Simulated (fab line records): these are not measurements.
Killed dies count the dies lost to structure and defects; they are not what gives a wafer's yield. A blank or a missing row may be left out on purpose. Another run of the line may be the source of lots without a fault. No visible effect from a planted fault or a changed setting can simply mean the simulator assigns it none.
Which tool is to blame? + flow sky130 + 36 wafers from 12 lots sampled at 4 of the route's 708 steps

WHAT THE GAUGES READ, wafer by wafer
The record lacks any reading of a measuring or inspecting step that a usual standard deviation could be used to judge.

TOOL THAT RAN EACH LOT (tool first, then ch and the chambers of the sampled wafers, then the start)
| lot  | SKY_CAPM_METAL_ETCH_13            | SKY_CAPM_STRIP_14                    | SKY_METAL3_ETCH_17                 | SKY_PAD_OPEN_PROBE_99   |
|------|-----------------------------------|--------------------------------------|------------------------------------|-------------------------|
| L599 | rie_metal-01 ch 0,1, day 37 02:17 | plasma_asher-03 ch 0,1, day 37 02:22 | rie_diel-04 ch 1,2, day 38 04:41   | prober-01, day 45 10:25 |
| L605 | rie_metal-04 ch 0,1, day 39 12:28 | plasma_asher-04 ch 0,1, day 39 12:33 | rie_diel-03 ch 2,3, day 40 13:26   | prober-01, day 47 10:43 |
| L606 | rie_metal-01 ch 0,1, day 39 15:28 | plasma_asher-04 ch 0,1, day 39 15:33 | rie_diel-02 ch 1,2, day 40 17:02   | prober-02, day 47 12:52 |
| L607 | rie_metal-04 ch 0,1, day 39 22:25 | plasma_asher-01 ch 0,1, day 39 22:30 | rie_diel-04 ch 1,2,3, day 40 23:44 | prober-01, day 47 18:11 |
| L608 | rie_metal-04 ch 0,1, day 40 05:48 | plasma_asher-04 ch 0,1, day 40 05:53 | rie_diel-02 ch 0,2,3, day 41 06:08 | prober-02, day 48 00:52 |
| L609 | rie_metal-01 ch 0,1, day 40 14:50 | plasma_asher-03 ch 0,1, day 40 14:55 | rie_diel-02 ch 2,3, day 41 15:47   | prober-01, day 48 07:52 |
| L610 | rie_metal-01 ch 0, day 41 01:35   | plasma_asher-04 ch 1, day 41 01:40   | rie_diel-03 ch 1,3, day 42 02:21   | prober-02, day 48 16:13 |
| L612 | rie_metal-04 ch 0,1, day 41 08:14 | plasma_asher-01 ch 0,1, day 41 08:19 | rie_diel-02 ch 0,1,2, day 42 08:40 | prober-01, day 48 20:31 |
| L617 | rie_metal-04 ch 0,1, day 42 12:14 | plasma_asher-01 ch 0,1, day 42 12:19 | rie_diel-02 ch 0,2,3, day 43 12:41 | prober-01, day 49 18:52 |
| L619 | rie_metal-02 ch 0,1, day 43 10:46 | plasma_asher-03 ch 0,1, day 43 10:50 | rie_diel-02 ch 0,1, day 44 09:50   | prober-01, day 50 10:26 |
| L620 | rie_metal-02 ch 0,1, day 43 20:59 | plasma_asher-03 ch 0,1, day 43 21:03 | rie_diel-04 ch 0,3, day 44 19:13   | prober-02, day 50 18:07 |
| L622 | rie_metal-01 ch 0,1, day 44 14:02 | plasma_asher-01 ch 0,1, day 44 14:07 | rie_diel-03 ch 0,2,3, day 45 11:55 | prober-01, day 51 05:28 |
- SKY_CAPM_METAL_ETCH_13: etches TiN in Cl2/BCl3, stops on SiO2, target depth 220 nm, time 62.9 s.
- SKY_CAPM_STRIP_14: strips in O2/N2.
- SKY_METAL3_ETCH_17: etches SiO2 in C4F8/O2/Ar, stops on TiN, time 3.9 s, target depth 15 nm.
- SKY_PAD_OPEN_PROBE_99

WHAT THE TOOLS THEMSELVES READ (means of the sampled wafers that have a number; where no wafer has one, the mark that the record gives instead)
SKY_CAPM_METAL_ETCH_13. Usual: drypump_motor_current_A 5.6 A, standard deviation 0.46; oes_product_au 0.943 a.u., standard deviation 0.01; run_length_s 91.5 s, standard deviation 0.42; throttle_valve_pct 21.902 %, standard deviation 0.011.
| lot  | tool         | drypump_motor_current_A (A) | oes_product_au (a.u.) | run_length_s (s) | throttle_valve_pct (%) | flag |
|------|--------------|-----------------------------|-----------------------|------------------|------------------------|------|
| L599 | rie_metal-01 | 5.4                         | 0.932                 | 91.6             | 21.910                 |      |
| L605 | rie_metal-04 | 6.2                         | 0.929                 | 91.6             | 21.901                 |      |
| L606 | rie_metal-01 | 5.4                         | 0.943                 | 91.5             | 21.901                 |      |
| L607 | rie_metal-04 | 5.9                         | 0.934                 | 91.6             | 21.902                 |      |
| L608 | rie_metal-04 | 6.2                         | 0.942                 | 91.8             | 21.909                 |      |
| L609 | rie_metal-01 | 5.4                         | 0.953                 | 91.6             | 21.909                 |      |
| L610 | rie_metal-01 | 5.4                         | 0.940                 | 90.9             | 21.908                 |      |
| L612 | rie_metal-04 | 6.2                         | 0.908                 | 95.7             | 21.924                 | OFF  |
| L617 | rie_metal-04 | 5.9                         | 0.915                 | 95.5             | 21.933                 | OFF  |
| L619 | rie_metal-02 | 5.3                         | 0.938                 | 91.6             | 21.911                 |      |
| L620 | rie_metal-02 | 5.6                         | 0.948                 | 91.4             | 21.900                 |      |
| L622 | rie_metal-01 | 5.4                         | 0.949                 | 91.2             | 21.902                 |      |

SKY_CAPM_STRIP_14. Usual: drypump_motor_current_A 6.0 A, standard deviation 0.57; o2_flow_sccm 3000 sccm, standard deviation 8.6; oes_product_au 0.710 a.u., standard deviation 0.0048; strip_time_to_endpoint_s 12.66 s, standard deviation 0.038.
| lot  | tool            | drypump_motor_current_A (A) | o2_flow_sccm (sccm) | oes_product_au (a.u.) | strip_time_to_endpoint_s (s) | flag |
|------|-----------------|-----------------------------|---------------------|-----------------------|------------------------------|------|
| L599 | plasma_asher-03 | 5.9                         | 2998                | 0.711                 | 12.66                        |      |
| L605 | plasma_asher-04 | 6.1                         | 2991                | 0.707                 | 12.63                        |      |
| L606 | plasma_asher-04 | 6.3                         | 3003                | 0.713                 | 12.69                        |      |
| L607 | plasma_asher-01 | 5.4                         | 2997                | 0.710                 | 12.68                        |      |
| L608 | plasma_asher-04 | 6.3                         | 2996                | 0.714                 | 12.63                        |      |
| L609 | plasma_asher-03 | 5.9                         | 2999                | 0.709                 | 12.63                        |      |
| L610 | plasma_asher-04 | 5.8                         | 2992                | 0.709                 | 12.67                        |      |
| L612 | plasma_asher-01 | 5.8                         | 3007                | 0.707                 | 12.53                        | OFF  |
| L617 | plasma_asher-01 | 5.8                         | 2993                | 0.705                 | 12.52                        | OFF  |
| L619 | plasma_asher-03 | 6.1                         | 2999                | 0.713                 | 12.66                        |      |
| L620 | plasma_asher-03 | 6.1                         | 3005                | 0.710                 | 12.69                        |      |
| L622 | plasma_asher-01 | 5.4                         | 2997                | 0.710                 | 12.65                        |      |

SKY_METAL3_ETCH_17. Usual: oes_product_au 0.757 a.u., standard deviation 0.0069.
| lot  | tool        | oes_product_au (a.u.) | flag |
|------|-------------|-----------------------|------|
| L599 | rie_diel-04 | 0.759                 |      |
| L605 | rie_diel-03 | 0.754                 |      |
| L606 | rie_diel-02 | 0.758                 |      |
| L607 | rie_diel-04 | 0.766                 |      |
| L608 | rie_diel-02 | 0.765                 |      |
| L609 | rie_diel-02 | 0.760                 |      |
| L610 | rie_diel-03 | 0.759                 |      |
| L612 | rie_diel-02 | 0.718                 | OFF  |
| L617 | rie_diel-02 | 0.715                 | OFF  |
| L619 | rie_diel-02 | 0.753                 |      |
| L620 | rie_diel-04 | 0.753                 |      |
| L622 | rie_diel-03 | 0.756                 |      |

SKY_PAD_OPEN_PROBE_99. Usual: defect_limited_yield 82.4 %, standard deviation 1.9; killed_at_M0_to_M3 44, standard deviation 7.2; killed_at_M4_up 3.4, standard deviation 2.1; killed_at_contacts 24, standard deviation 5.5; killed_at_front_end 15, standard deviation 4.6; killed_at_other 0.4, standard deviation 0.64; killed_dies 86, standard deviation 9.1; killed_open 47, standard deviation 7.5; killed_short 39, standard deviation 5.8; sort_bin_3_pad_short 0.9 %, standard deviation 0.41; sort_bin_5_function 10.4 %, standard deviation 1.5; sort_bin_6_memory 6.3 %, standard deviation 1.2; sort_n_pass 406, standard deviation 9.1; sort_yield_pct 82.4 %, standard deviation 1.9.
| lot  | tool      | defect_limited_yield (%) | killed_at_M0_to_M3 | killed_at_M4_up | killed_at_contacts | killed_at_front_end | killed_at_other | killed_dies | killed_open | killed_short | sort_bin_3_pad_short (%) | sort_bin_5_function (%) | sort_bin_6_memory (%) | sort_n_pass | sort_yield_pct (%) | flag |
|------|-----------|--------------------------|--------------------|-----------------|--------------------|---------------------|-----------------|-------------|-------------|--------------|--------------------------|-------------------------|-----------------------|-------------|--------------------|------|
| L599 | prober-01 | 82.2                     | 45                 | 4.3             | 20                 | 18                  | 0.3             | 88          | 52          | 36           | 0.8                      | 10.9                    | 6.1                   | 404         | 82.2               |      |
| L605 | prober-01 | 80.6                     | 52                 | 2.3             | 19                 | 20                  | 1.0             | 95          | 50          | 45           | 0.7                      | 12.7                    | 6.0                   | 397         | 80.6               |      |
| L606 | prober-02 | 82.3                     | 39                 | 5.3             | 25                 | 18                  | 0.3             | 87          | 46          | 41           | 1.1                      | 10.6                    | 5.9                   | 405         | 82.3               |      |
| L607 | prober-01 | 83.5                     | 42                 | 2.7             | 20                 | 15                  | 0.7             | 81          | 46          | 35           | 0.3                      | 10.4                    | 5.7                   | 411         | 83.5               |      |
| L608 | prober-02 | 79.4                     | 49                 | 5.0             | 31                 | 15                  | 1.0             | 101         | 59          | 42           | 1.4                      | 11.3                    | 7.8                   | 391         | 79.4               |      |
| L609 | prober-01 | 82.9                     | 43                 | 5.7             | 24                 | 11                  | 0.3             | 84          | 44          | 40           | 0.9                      | 10.1                    | 6.1                   | 408         | 82.9               |      |
| L610 | prober-02 | 83.7                     | 44                 | 2.3             | 21                 | 12                  | 0.3             | 80          | 42          | 38           | 0.8                      | 9.9                     | 5.6                   | 412         | 83.7               |      |
| L612 | prober-01 | 80.7                     | 48                 | 3.3             | 28                 | 15                  | 1.0             | 95          | 54          | 40           | 1.0                      | 11.9                    | 6.4                   | 397         | 80.7               |      |
| L617 | prober-01 | 82.8                     | 46                 | 4.0             | 22                 | 12                  | 0.0             | 84          | 39          | 46           | 1.2                      | 9.8                     | 6.2                   | 408         | 82.8               |      |
| L619 | prober-01 | 83.5                     | 45                 | 2.3             | 24                 | 10                  | 0.3             | 81          | 42          | 39           | 1.1                      | 9.1                     | 6.4                   | 411         | 83.5               |      |
| L620 | prober-02 | 82.7                     | 41                 | 1.5             | 22                 | 20                  | 0.0             | 85          | 44          | 40           | 0.5                      | 10.4                    | 6.4                   | 407         | 82.7               |      |
| L622 | prober-01 | 81.0                     | 48                 | 4.0             | 26                 | 16                  | 0.0             | 93          | 53          | 40           | 0.7                      | 12.2                    | 6.0                   | 399         | 81.0               |      |

THE ANSWER, worked out from the rows above alone
Rule: a lot is off if the mean of its wafers that have a number lies more than 3 standard deviations from the usual mean. A lot without any number at a reading at which 4 lots or more have one is off too. Any other lot the step has rows for is counted as sound. Order of review: gauges by route order, followed by the tools' own readings, for which a lot's mean as printed above is used. The first step at which some lot is off is used, and at that step the reading that is off furthest; a lot without a number counts as furthest.
Off: L612, L617, at SKY_CAPM_METAL_ETCH_13 (run_length_s).
If a tool, at that step or one of the process steps before it, ran each lot that is off and ran no sound lot following the first of them, it fits. One candidate fits, namely rie_metal-04 at SKY_CAPM_METAL_ETCH_13. A fault onset in the window from L608 (day 40 05:48, its last sound lot) to L612 (day 41 08:14, its first lot off) fits.
The tool's own readings at SKY_CAPM_METAL_ETCH_13 bear it out: on the lots that are off they differ by more than 5 times the standard deviation of the sound lots' means. run_length_s reads 95.6 s there against 91.5 s on the sound lots; throttle_valve_pct reads 21.928 % there against 21.905 % on the sound lots.

WHAT HAD BEEN PUT IN BY THE SIMULATOR
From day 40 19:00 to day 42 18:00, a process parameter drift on rie_metal-04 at SKY_CAPM_METAL_ETCH_13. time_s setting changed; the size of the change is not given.
Struck lots among those shown: L612, L617. The rule above found the same.
